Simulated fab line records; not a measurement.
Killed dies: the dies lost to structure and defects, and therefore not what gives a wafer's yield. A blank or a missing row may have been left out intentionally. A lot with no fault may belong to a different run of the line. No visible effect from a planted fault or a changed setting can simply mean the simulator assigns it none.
A struck lot beside a sound one || flow gf180mcu || 15 steps out of a route of 602
Sound: these wafers, L491.3, L491.4, L491.6. Struck: wafer L499.5. (L499.3, L499.4 of the same lot were not struck and are left out.) The cause comes at the end.
Per side, at each step with rows, come the tool, then ch with its chambers, and then its first start. Under that, the readings that differ: sound wafers || struck wafers || difference of the means || sigmas: that difference in standard deviations of wafers without a fault.
alike: words and numbers the same on both sides, and readings whose means are apart by under 2 such deviations; not compared: readings that were withheld, readings missing a value for some wafer, numbers with overlapping values and no deviation given by the record, and bounds like >300 which may hide the same value.
The two part at a step that has a row with sigmas, a row that says differs or no value, or rows on one side only. Non-overlapping numbers with no deviation appear without sigmas and do not part them. Lack of a reading on every wafer of one side parts them only where that side has two or more wafers.

GF_M1_SPUTTER_04: material TiN, target thk 50 nm, time 41.7 s.
  sound: pvd sputter-01 at day 17 04:01; struck: pvd sputter-03 at day 20 04:10
  alike: throttle valve pct
GF_M1_RS_MEAS_05: the measuring method here is four-point-probe.
  sound: film metro-02 at day 17 04:05; struck: film metro-01 at day 20 04:15
  alike: M1_ALCU_RS
GF_M1_THK_MEAS_06: measures by xrf.
  sound: film metro-02 at day 17 04:11; struck: film metro-01 at day 20 04:21
  alike: M1_ALCU_THK
then, 7 steps without rows for these wafers: GF_M1_DEHYDRATE_07 (time 60 s); GF_M1_HMDS_08 (prime time 60 s); GF_M1_COAT_09 (resist thk 1000 nm); GF_M1_SOFTBAKE_10 (time 60 s); GF_M1_EXPOSE_11 (exposes mask Metal1, target cd 230 nm); GF_M1_PEB_12 (peb time 90 s); GF_M1_DEVELOP_13 (develop time 60 s).
GF_M1_CD_MEAS_14 targets a cd of 230 nm.
  sound: cd sem-02 at day 18 03:14; struck: cd sem-02 at day 21 03:48
  alike: cd nm
GF_M1_OVL_MEAS_15:
  sound: overlay-01 at day 18 03:20; struck: overlay-02 at day 21 03:54
  alike: M1_OVL
GF_M1_METAL_ETCH_16: etches the open film in Cl2/BCl3, stops on SiO2, target depth 750.8 nm, time 125.1 s.
  sound on rie metal-02 ch 0,1, day 18 03:23; struck on rie metal-03 ch 1, day 21 03:58
{"reading": "oes product au (a.u.)", "sound": "0.987 0.982 0.987", "struck": 0.790, "difference": -0.195, "sigmas": -34}
{"reading": "throttle valve pct (%)", "sound": "28.243 28.216 28.230", "struck": 28.447, "difference": "+0.217", "sigmas": "+22"}
{"reading": "model.KrF_of_M1_COAT_09.thk nm (nm)", "sound": "689.4 685.3 687.4", "struck": 781.9, "difference": "+94.5", "sigmas": ""}
  alike: drypump motor current A
  not compared: rf hours counter h
GF_M1_STRIP_17: strips in O2/N2.
  sound on plasma asher-02 ch 0,1, day 18 03:31; struck on plasma asher-02 ch 0, day 21 04:05
{"reading": "oes product au (a.u.)", "sound": "0.540 0.543 0.539", "struck": 0.575, "difference": "+0.034", "sigmas": "+7"}
{"reading": "strip time to endpoint s (s)", "sound": "7.42 7.39 7.41", "struck": 8.33, "difference": "+0.92", "sigmas": "+21"}
  alike: drypump motor current A, heater power w
  not compared: rf hours counter h
then, 1 step without rows for these wafers: GF_M1_STRIP_18 (strips in post etch residue remover, time 1200 s).

== WHERE THEY PART ==
First at GF_M1_METAL_ETCH_16; last, within this record, at GF_M1_STRIP_17.

WHY: what the simulator had put in
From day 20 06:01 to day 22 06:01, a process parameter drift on rie metal-03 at GF_M1_METAL_ETCH_16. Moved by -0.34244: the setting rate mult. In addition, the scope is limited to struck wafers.
